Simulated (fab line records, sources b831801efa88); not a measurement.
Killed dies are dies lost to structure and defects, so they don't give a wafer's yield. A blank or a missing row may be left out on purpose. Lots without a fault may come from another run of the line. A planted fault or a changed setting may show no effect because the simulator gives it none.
Which tool did it? | flow sfq_line | 7 lots, 21 wafers sampled, at 5 steps of a route of 325

WHAT THE GAUGES READ, wafer by wafer
SFQ_I4_OVL_MEAS_928.
lot  | measured     | on         | I4_OVL (nm)
L809 | day 47 15:05 | overlay-02 | -9 -6 -5
L811 | day 47 22:17 | overlay-01 | -2 -3 -2
L813 | day 48 09:40 | overlay-01 | -3 2 -9
L815 | day 48 20:47 | overlay-01 | 2 7 6
L817 | day 50 05:11 | overlay-02 | -4 -3 -2
L820 | day 50 13:35 | overlay-01 | -3 -2 2
L822 | day 50 18:23 | overlay-01 | 0 4 4

WHICH TOOL RAN EACH LOT (tool, then ch and the chambers of the sampled wafers, then the start)
lot  | SFQ_TRILAYER_I2_VIA_STRIP_STRIP_071 | SFQ_TRILAYER_M4_BARC_OPEN_METAL_ETCH_123 | SFQ_TRILAYER_I4_CMP_CMP_100   | SFQ_TRILAYER_I4_METRO_MEASURE_101
L809 | rie_metal-04 ch 0,1, day 35 00:52   | rie_metal-03 ch 0,1, day 41 09:11        | cmp-01 ch 0,2,3, day 41 19:23 | film_metro-04, day 41 22:30
L811 | rie_metal-02 ch 0,1, day 35 05:37   | rie_metal-02 ch 0,1, day 41 16:18        | cmp-02 ch 1,3, day 42 05:16   | film_metro-01, day 42 07:53
L813 | rie_metal-02 ch 1, day 35 10:25     | rie_metal-03 ch 1, day 41 22:18          | cmp-01 ch 0,2, day 42 13:53   | film_metro-04, day 42 16:30
L815 | rie_metal-01 ch 0,1, day 35 16:25   | rie_metal-01 ch 0,1, day 42 09:07        | cmp-02 ch 0,1,3, day 42 22:46 | film_metro-01, day 43 01:53
L817 | rie_metal-01 ch 0,1, day 40 00:22   | rie_metal-01 ch 0,1, day 45 08:59        | cmp-01 ch 0,1,2, day 45 10:32 | film_metro-02, day 45 13:21
L820 | rie_metal-02 ch 0, day 41 08:08     | rie_metal-03 ch 0,1, day 45 13:47        | cmp-02 ch 1,2,3, day 45 16:48 | film_metro-02, day 45 20:07
L822 | rie_metal-01 ch 0, day 42 17:08     | rie_metal-03 ch 0,1, day 45 18:35        | cmp-02 ch 0,1,3, day 46 01:48 | film_metro-04, day 46 05:07
- SFQ_TRILAYER_I2_VIA_STRIP_STRIP_071: strips in O2.
- SFQ_TRILAYER_M4_BARC_OPEN_METAL_ETCH_123: etches BARC in O2, target depth 125 nm, time 41.7 s.
- SFQ_TRILAYER_I4_CMP_CMP_100: polishes SiO2.
- SFQ_TRILAYER_I4_METRO_MEASURE_101

THE ANSWER, worked out from the rows above alone
Rule: what is usual is taken from the lots themselves. Put in order of their means at a reading, lots are off if they are a third of the lots or fewer, leave a main group of 4 or more, and stand apart from it by a gap of 3 or more times the standard deviation of the main group's means; of several such gaps the widest counts. A main group whose means are all the same, to the digits that the tables above print for the reading, isn't used. A lot without any number at a reading at which 4 lots or more have one is off too. The other lots that the step has rows for count as sound.
No lot is off at any reading shown: from this, nothing can be told.

WHAT THE SIMULATOR HAD PUT IN
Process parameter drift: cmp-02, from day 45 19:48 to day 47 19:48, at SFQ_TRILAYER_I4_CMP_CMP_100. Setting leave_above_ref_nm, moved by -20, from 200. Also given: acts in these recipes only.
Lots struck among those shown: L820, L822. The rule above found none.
